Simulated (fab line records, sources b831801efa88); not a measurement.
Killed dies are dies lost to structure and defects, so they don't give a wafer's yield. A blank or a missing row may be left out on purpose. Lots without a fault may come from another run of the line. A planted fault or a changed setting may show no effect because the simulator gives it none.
A struck lot beside a sound one | flow sky130 | 14 steps out of a route of 708
Sound: wafers L479.4, L479.5, L479.6. Struck: wafers L495.1, L495.3. The cause comes at the end.
At each step with rows: each side's tool, then ch and its chambers, then its first start. Under that, the readings that differ: sound wafers | struck wafers | difference of the means | sigmas: that difference in standard deviations of wafers without a fault.
alike: readings whose means differ by less than 2 such deviations, and words and numbers that are the same on both sides. not compared: withheld readings, readings that some wafer has no value for, bounds like >300 that may hide the same value, and numbers for which the record gives no deviation and whose values overlap.
The two part at a step that has a row with sigmas, a row that says differs or no value, or rows on one side only. Numbers that don't overlap but have no deviation are shown without sigmas and don't part them. A reading that every wafer of one side lacks parts them only if that side has two wafers or more.

SKY_VIA1_STRIP_16: strips in O2/N2.
  sound on plasma_asher-01 ch 0,1, day 35 05:32; struck on plasma_asher-03 ch 1, day 40 09:58
  alike: drypump_motor_current_A, oes_product_au, strip_time_to_endpoint_s
  not compared: rf_hours_counter_h
then, 5 steps without rows for these wafers: SKY_VIA1_STRIP_17 (strips in post etch residue remover, time 1200 s); SKY_VIA1_CLEAN_18 (cleans in IPA, time 180 s); SKY_VIA1_CLEAN_19 (cleans in O3/DIW); SKY_VIA1_SPUTTER_20 (material TiN, target thk 20 nm, time 80 s); SKY_VIA1_CVD_21 (deposits W, target thk 270 nm, time 80.902 s).
SKY_VIA1_RS_MEAS_22: measures by four-point-probe.
  sound on film_metro-02, day 35 06:19; struck on film_metro-02, day 40 10:44
  alike: VIA1_W_RS
SKY_VIA1_THK_MEAS_23: measures by xrf.
  sound on film_metro-02, day 35 06:24; struck on film_metro-02, day 40 10:51
  alike: VIA1_W_THK
SKY_VIA1_CMP_24: polishes, stops on SiO2, t overpolish 15 s, target thk 0 nm.
  sound on cmp-02 ch 0,2,3, day 35 06:32; struck on cmp-01 ch 2,3, day 40 11:08
  alike: motor_current_A, overpolish_run_s, time_to_endpoint_s
SKY_METAL2_SPUTTER_00: material Ti, target thk 15 nm, time 10 s.
  sound on pvd_sputter-01, day 35 06:44; struck on pvd_sputter-04, day 40 11:20
  alike: throttle_valve_pct
then, 1 step without rows for these wafers: SKY_METAL2_SPUTTER_01 (material TiN, target thk 20 nm, time 16.7 s).
SKY_METAL2_SPUTTER_02: material AlCu, target thk 250 nm, time 13.3 s.
  sound on pvd_sputter-01, day 35 06:47; struck on pvd_sputter-04, day 40 11:23
  alike: throttle_valve_pct
SKY_METAL2_SPUTTER_03: material Ti, target thk 5 nm, time 3.3 s.
  sound on pvd_sputter-01, day 35 06:48; struck on pvd_sputter-04, day 40 11:24
  reading                                   | sound            | struck      | difference | sigmas
  model.Ti_of_METAL2_SPUTTER_03.thk_nm (nm) | 5.001 5.03 5.081 | 2.852 3.057 | -2.083     |
  alike: throttle_valve_pct
SKY_METAL2_SPUTTER_04: material TiN, target thk 70 nm, time 58.3 s.
  sound on pvd_sputter-01, day 35 06:49; struck on pvd_sputter-04, day 40 11:25
  alike: throttle_valve_pct

WHERE THEY PART
Nowhere in this record.

WHY: what the simulator had put in
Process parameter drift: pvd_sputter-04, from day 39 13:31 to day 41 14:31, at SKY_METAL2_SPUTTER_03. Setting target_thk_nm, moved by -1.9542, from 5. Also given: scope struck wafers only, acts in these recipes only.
